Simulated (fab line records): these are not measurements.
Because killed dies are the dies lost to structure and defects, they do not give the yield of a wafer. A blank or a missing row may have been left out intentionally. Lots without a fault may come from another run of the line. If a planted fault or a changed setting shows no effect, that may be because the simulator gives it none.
2 desks looking at one fault    flow gf180mcu    numbers are kept per desk, each desk with only its own; the story behind them comes last

FOR THE TOOL OWNER'S DESK: cmp-01
The tool's own readings at GF_CONTACT_CMP_27 (polishes, stops on SiO2, t overpolish 15 s, target thk 0 nm): means of the sampled wafers that have a number, for each lot that ran on this tool. The brackets show how far a lot's mean lies from the usual mean; more than 4 standard deviations puts the lot out of limits, marked OUT.
Columns: A = head-pressure-psi at GF_CONTACT_CMP_27, usual 3.499 psi; B = motor-current-A at GF_CONTACT_CMP_27, usual 11.3 A; C = overpolish-run-s at GF_CONTACT_CMP_27, usual 15.000 s; D = slurry-filter-dp-kPa at GF_CONTACT_CMP_27, usual 13.49 kPa; E = time-to-endpoint-s at GF_CONTACT_CMP_27, usual 73 s
lot   first seen here  A                B     C       D      E
L839  day 16 19:07     3.494            10.6  14.998  13.70  78
L841  day 17 12:22     3.497            11.1  15.004  13.37  73
L842  day 18 04:31     3.497            11.2  14.996  13.50  73
L843  day 18 06:10     3.582 (+11) OUT  10.8  15.003  13.41  73
L847  day 19 12:56     3.573 (+10) OUT  11.1  14.998  13.48  69
L854  day 22 01:43     3.497            11.2  14.998  13.46  73
L857  day 22 18:05     3.502            10.8  15.001  13.54  69
L858  day 22 23:50     3.499            11.1  15.007  13.50  73
L859  day 23 13:13     3.493            11.1  15.008  13.50  70
L860  day 23 20:16     3.491            10.5  15.002  13.54  75
This desk's verdict: out of limits on L843, L847, starting with L843 at day 18 06:10 (head-pressure-psi at GF_CONTACT_CMP_27). In limits: L839, L841, L842, L854, L857, L858, L859, L860.

AT THE METROLOGY DESK
What the gauges read for every lot (on any tool): the sampled wafers with a number, averaged. The brackets show how far a lot's mean lies from the usual mean; more than 4 standard deviations puts the lot out of limits, marked OUT.
Columns: A = cd-nm at GF_CONTACT_CD_MEAS_14, usual 220.1 nm
lot   first seen here  A
L838  day 16 01:11     217.7
L839  day 16 18:05     220.1
L840  day 17 10:17     219.4
L841  day 17 11:17     216.9
L842  day 18 03:31     220.7
L843  day 18 05:11     220.9
L847  day 19 11:49     219.1
L854  day 22 00:36     222.0
L855  day 22 08:09     223.4
L856  day 22 11:11     220.9
L857  day 22 16:57     220.7
L858  day 22 22:51     220.5
L859  day 23 12:11     218.5
L860  day 23 19:09     220.9
This desk found nothing out of limits on any of the 14 lots.

PUT TOGETHER
On L843, L847, at day 18 06:10, an alarm was possible from the tool owner's desk.
At the metrology desk, nothing out of limits was observed.
The metrology desk holds a record of L843, L847, inside its limits.
On cmp-01, each named lot ran GF_CONTACT_CMP_27.

WHAT THE SIMULATOR HAD INSERTED
cmp-01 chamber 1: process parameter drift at GF_CONTACT_CMP_27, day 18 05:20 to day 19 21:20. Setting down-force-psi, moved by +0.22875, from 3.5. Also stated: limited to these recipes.
Struck lots among those shown: L843, L847.
Hours from the fault's start to each desk's first reading out of limits: the tool owner's desk, 1.
